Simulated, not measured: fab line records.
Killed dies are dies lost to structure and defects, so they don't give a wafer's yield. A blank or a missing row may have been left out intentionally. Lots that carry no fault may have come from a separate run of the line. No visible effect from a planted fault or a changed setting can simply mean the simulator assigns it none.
Matching of chambers -- flow sky130 -- 4 sister chambers for SKY_METAL3_ETCH_17 on rie-diel-04
The step etches SiO2 in C4F8/O2/Ar, stops on TiN, time 3.9 s, target depth 15 nm. 4 wafers are shown with their chamber, then 7 later ones without.

## WAFERS PAIRED WITH THEIR CHAMBERS
wafer,chamber,oes-product-au (a.u.)
L088.3,3,0.743
L088.6,0,0.759
L087.1,1,0.751
L087.2,2,0.746

## WAFERS WITHOUT THEIR CHAMBER
wafer,oes-product-au (a.u.)
L087.3,0.765
L087.4,0.756
L087.5,0.763
L087.6,0.760
L095.1,0.745
L095.5,0.756
L095.6,0.761

## THE CHAMBER EACH PASSED THROUGH
wafer,from the rows above,in truth
L087.3,0,0
L087.4,can't be placed: 0 or 1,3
L087.5,0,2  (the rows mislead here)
L087.6,0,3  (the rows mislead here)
L095.1,can't be placed: 2 or 3 or 1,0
L095.5,can't be placed: 0 or 1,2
L095.6,0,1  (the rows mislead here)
Placed correctly: 1 of 7. From these rows, 3 cannot be placed; in 0 the true chamber is one of the candidates. Wrongly placed: 3.
How it was worked out, from the rows above alone: a wafer's distance from a chamber is the root of the sum, over the readings, of the square of ((its reading less the chamber's mean) divided by the reading's scatter). If the next closest chamber is less than 2 further off than the closest, the wafer can't be placed; otherwise it belongs to the closest. A chamber's mean is the mean of its shown wafers. The scatter (one wafer shown for each chamber): square how far every hidden wafer sits from the nearest shown wafer, average those squares and take the square root.
